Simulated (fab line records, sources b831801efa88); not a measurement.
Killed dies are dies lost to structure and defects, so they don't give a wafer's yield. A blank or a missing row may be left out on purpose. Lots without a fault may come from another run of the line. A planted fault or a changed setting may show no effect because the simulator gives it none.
Chamber matching | flow sky130 | SKY_LI_CONTACT_ETCH_15 on rie_diel-03: 4 sister chambers
The step etches PSG in C4F8/O2/Ar, stops on Si, target depth 600 nm. 8 wafers are shown with their chamber, then 8 later ones without.

WAFERS WITH THEIR CHAMBER
wafer  | chamber | oes_product_au (a.u.)
L078.2 | 1       | 0.841
L085.5 | 1       | 0.835
L086.1 | 2       | 0.835
L086.6 | 0       | 0.839
L088.1 | 0       | 0.834
L088.3 | 3       | 0.846
L088.6 | 2       | 0.846
L090.1 | 3       | 0.840

WAFERS WITHOUT THEIR CHAMBER
wafer  | oes_product_au (a.u.)
L090.2 | 0.840
L090.6 | 0.840
L091.1 | 0.844
L091.4 | 0.839
L091.5 | 0.833
L094.1 | 0.834
L094.2 | 0.833
L094.6 | 0.843

WHICH CHAMBER EACH WENT THROUGH
wafer  | from the rows above               | in truth
L090.2 | can't be placed: 2 or 1 or 3 or 0 | 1
L090.6 | can't be placed: 2 or 1 or 3 or 0 | 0
L091.1 | can't be placed: 3 or 2 or 1 or 0 | 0
L091.4 | can't be placed: 1 or 2 or 0 or 3 | 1
L091.5 | can't be placed: 0 or 1 or 2 or 3 | 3
L094.1 | can't be placed: 0 or 1 or 2 or 3 | 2
L094.2 | can't be placed: 0 or 1 or 2 or 3 | 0
L094.6 | can't be placed: 3 or 2 or 1 or 0 | 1
Placed correctly: 0 of 8. Can't be placed from these rows: 8 (the true chamber is among the candidates in 8). Placed wrongly: 0.
How it was worked out, from the rows above alone: a wafer's distance from a chamber is the root of the sum, over the readings, of the square of ((its reading less the chamber's mean) divided by the reading's scatter). The wafer belongs to the nearest chamber; if the next one is less than 2 further off, it can't be placed. A chamber's mean is the mean of its shown wafers. The scatter: the root of (the sum of the squares of (reading less its chamber's mean) over the shown wafers, divided by (wafers less chambers)).
